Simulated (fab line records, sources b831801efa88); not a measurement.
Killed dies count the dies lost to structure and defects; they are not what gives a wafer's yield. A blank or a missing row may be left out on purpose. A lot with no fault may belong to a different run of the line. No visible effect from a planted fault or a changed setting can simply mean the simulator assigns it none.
Comparing a struck lot with a sound one ; flow sky130 ; 17 out of 708 route steps
Sound: wafers L679.2, L679.4, L679.6. Wafers struck: L672.1, L672.3, L672.6. Last of all comes the cause.
At each step with rows: each side's tool, then ch and its chambers, then its first start. Under that, the readings that differ: sound wafers ; struck wafers ; difference of the means ; sigmas: that difference in standard deviations of wafers without a fault.
alike: readings whose means differ by less than 2 such deviations, and words and numbers that are the same on both sides. not compared: withheld readings, readings that some wafer has no value for, bounds like >300 that may hide the same value, and numbers for which the record gives no deviation and whose values overlap.
The two part at a step that has a row with sigmas, a row that says differs or no value, or rows on one side only. Numbers that don't overlap but have no deviation are shown without sigmas and don't part them. A reading missing from all wafers of one side parts the sides only when that side holds two or more wafers.

SKY_VT_ADJUST_HVTP_OVL_MEAS_08:
  sound: overlay-01 at day 10 23:28; struck: overlay-01 at day 8 20:01
reading;sound;struck;difference;sigmas
VT_ADJUST_HVTP_OVL (nm);1.9 0.3 1.5;-2.6 -0.9 -2.0;-3.1;-2
following that, these wafers have no rows for 1 step: SKY_VT_ADJUST_HVTP_IMPLANT_09.
SKY_VT_ADJUST_HVTP_STRIP_10: strips in O2/N2.
  sound on plasma_asher-04 ch 0,1, day 10 23:38; struck on plasma_asher-04 ch 0, day 8 20:13
  alike: drypump_motor_current_A, oes_product_au, strip_time_to_endpoint_s
  not compared: rf_hours_counter_h
SKY_VT_ADJUST_HVTP_TW_MEAS_11:
  sound: film_metro-02 at day 10 23:45; struck: film_metro-02 at day 8 20:19
  alike: VT_ADJUST_HVTP_TW
then, 7 steps without rows for these wafers: SKY_VT_ADJUST_LVTN_DEHYDRATE_00 (time 60 s); SKY_VT_ADJUST_LVTN_HMDS_01 (prime time 60 s); SKY_VT_ADJUST_LVTN_COAT_02 (resist thk 3000 nm); SKY_VT_ADJUST_LVTN_SOFTBAKE_03; SKY_VT_ADJUST_LVTN_EXPOSE_04 (exposes mask NWM COMPLEMENT LESS NATIVE, target cd 840 nm); SKY_VT_ADJUST_LVTN_PEB_05; SKY_VT_ADJUST_LVTN_DEVELOP_06 (develop time 60 s).
SKY_VT_ADJUST_LVTN_OVL_MEAS_07:
  sound: overlay-02 at day 11 23:27; struck: overlay-02 at day 9 17:38
  alike: VT_ADJUST_LVTN_OVL
SKY_VT_ADJUST_LVTN_IMPLANT_08:
  sound on implanter-01 ch 0, day 11 23:30; struck on implanter-04 ch 0, day 9 17:40
reading;sound;struck;difference;sigmas
beam_energy_keV;29.975 29.982 29.988;30.013 30.015 30.018;+0.034;+4
dose_ions_cm2;1.571e+12 1.5699e+12 1.5702e+12;2.3081e+12 2.3097e+12 2.3059e+12;+7.3753e+11;+99 or more
faraday_current_uA;8.82 8.53 8.77;13.25 13.33 13.22;+4.56;+29
SKY_VT_ADJUST_LVTN_STRIP_09: strips in O2/N2.
  sound on plasma_asher-03 ch 0,1, day 11 23:38; struck on plasma_asher-03 ch 0,1, day 9 17:49
  alike: drypump_motor_current_A, oes_product_au, strip_time_to_endpoint_s
  not compared: rf_hours_counter_h
SKY_VT_ADJUST_LVTN_TW_MEAS_10:
  sound: film_metro-03 at day 11 23:44; struck: film_metro-03 at day 9 17:55
reading;sound;struck;difference;sigmas
VT_ADJUST_LVTN_TW;245.4 244.0 245.9;274.3 275.2 273.8;+29.3;+13
then, 1 step without rows for these wafers: SKY_VT_ADJUST_LVTN_DEHYDRATE_11 (time 60 s).
-- the record jumps here: 39 days lie between the struck wafers' starts before and after (it left off in module VT_ADJUST_LVTN and takes up again in module PAD_OPEN, whose first step shown is number 708 of the route) --
SKY_PAD_OPEN_PROBE_99:
  sound: prober-01 at day 50 06:19; struck: prober-02 at day 48 09:18
reading;sound;struck;difference;sigmas
model.etest.nfet_01v8_lvt.vt_sat_v (V);0.5268 0.5221 0.5374;0.5597 0.5598 0.5593;+0.0308;
model.etest.nfet_01v8_lvt.vt_v (V);0.6021 0.5996 0.6069;0.616 0.6236 0.6204;+0.017;
model.etest.nfet_01v8.vt_sat_v (V);0.6342 0.6308 0.6452;0.6558 0.6542 0.6599;+0.0199;
model.etest.nfet_01v8_turned.vt_sat_v (V);0.635 0.6282 0.648;0.6546 0.6603 0.6609;+0.0215;
model.etest.nfet_01v8_swapped.vt_sat_v (V);0.6344 0.6333 0.6453;0.6531 0.6623 0.6654;+0.0226;
model.etest.nfet_01v8_lvt.vt_long_v (V);0.4269 0.4303 0.4309;0.4358 0.4451 0.4442;+0.0123;
model.etest.nfet_01v8_lvt.body_rise_v (V);0.1452 0.1478 0.1449;0.1483 0.1515 0.1542;+0.0054;
  alike: killed_at_M0_to_M3, killed_at_M4_up, killed_at_contacts, killed_at_front_end, killed_at_other, killed_dies, killed_open, killed_short
  not compared: model.etest.nfet_01v8.body_rise_v

WHERE THEY PART
Last at SKY_VT_ADJUST_LVTN_TW_MEAS_10 as far as this record goes, first at SKY_VT_ADJUST_HVTP_OVL_MEAS_08. Later steps at which nothing parts them and some readings are alike: SKY_PAD_OPEN_PROBE_99.

WHY: whatever the simulator had introduced
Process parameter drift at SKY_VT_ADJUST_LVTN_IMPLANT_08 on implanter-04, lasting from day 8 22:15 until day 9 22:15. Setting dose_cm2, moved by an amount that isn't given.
